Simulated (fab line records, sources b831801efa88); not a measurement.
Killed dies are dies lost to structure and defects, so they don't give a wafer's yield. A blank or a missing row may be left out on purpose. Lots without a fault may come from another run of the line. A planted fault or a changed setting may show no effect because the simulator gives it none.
A struck lot beside a sound one | flow sky130 | 14 steps out of a route of 708
Sound: wafers L522.2, L522.3, L522.6. Struck: wafers L526.1, L526.2, L526.5. The cause comes at the end.
At each step with rows: each side's tool, then ch and its chambers, then its first start. Under that, the readings that differ: sound wafers | struck wafers | difference of the means | sigmas: that difference in standard deviations of wafers without a fault.
alike: readings whose means differ by less than 2 such deviations, and words and numbers that are the same on both sides. not compared: withheld readings, readings that some wafer has no value for, bounds like >300 that may hide the same value, and numbers for which the record gives no deviation and whose values overlap.
The two part at a step that has a row with sigmas, a row that says differs or no value, or rows on one side only. Numbers that don't overlap but have no deviation are shown without sigmas and don't part them. A reading that every wafer of one side lacks parts them only if that side has two wafers or more.

first, 3 steps without rows for these wafers: SKY_LDD_P_EXPOSE_04 (exposes mask PSDM, target cd 380 nm); SKY_LDD_P_PEB_05; SKY_LDD_P_DEVELOP_06 (develop time 60 s).
SKY_LDD_P_CD_MEAS_07: target cd 380 nm.
  sound on cd_sem-02, day 22 18:47; struck on cd_sem-01, day 24 05:03
  alike: cd_nm
SKY_LDD_P_OVL_MEAS_08:
  sound on overlay-01, day 22 18:53; struck on overlay-02, day 24 05:10
  alike: LDD_P_OVL
then, 1 step without rows for these wafers: SKY_LDD_P_IMPLANT_09.
SKY_LDD_P_STRIP_10: strips in O2/N2.
  sound on plasma_asher-03 ch 1, day 22 19:04; struck on plasma_asher-04 ch 0,1, day 24 05:21
  alike: drypump_motor_current_A, oes_product_au, strip_time_to_endpoint_s
  not compared: rf_hours_counter_h
SKY_LDD_P_TW_MEAS_11:
  sound on film_metro-03, day 22 19:11; struck on film_metro-03, day 24 05:27
  alike: LDD_P_TW
then, 4 steps without rows for these wafers: SKY_LDD_HVN_DEHYDRATE_00 (time 60 s); SKY_LDD_HVN_HMDS_01 (prime time 60 s); SKY_LDD_HVN_COAT_02 (resist thk 300 nm); SKY_LDD_HVN_SOFTBAKE_03 (time 60 s).
SKY_LDD_HVN_EXPOSE_04: exposes mask HVNTM, target cd 700 nm.
  sound on iline_stepper-02 ch 0, day 23 10:16; struck on iline_stepper-02 ch 0, day 24 20:16
  reading              | sound                | struck               | difference | sigmas
  exposure_dose_mJ_cm2 | 127.07 127.10 126.90 | 129.82 129.88 130.02 | +2.88      | +22
  alike: mask
then, 1 step without rows for these wafers: SKY_LDD_HVN_PEB_05.

WHERE THEY PART
Only at SKY_LDD_HVN_EXPOSE_04, within this record.

WHY: what the simulator had put in
Process parameter drift: iline_stepper-02, from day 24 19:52 on, at SKY_LDD_HVN_EXPOSE_04. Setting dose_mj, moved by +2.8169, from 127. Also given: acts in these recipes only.
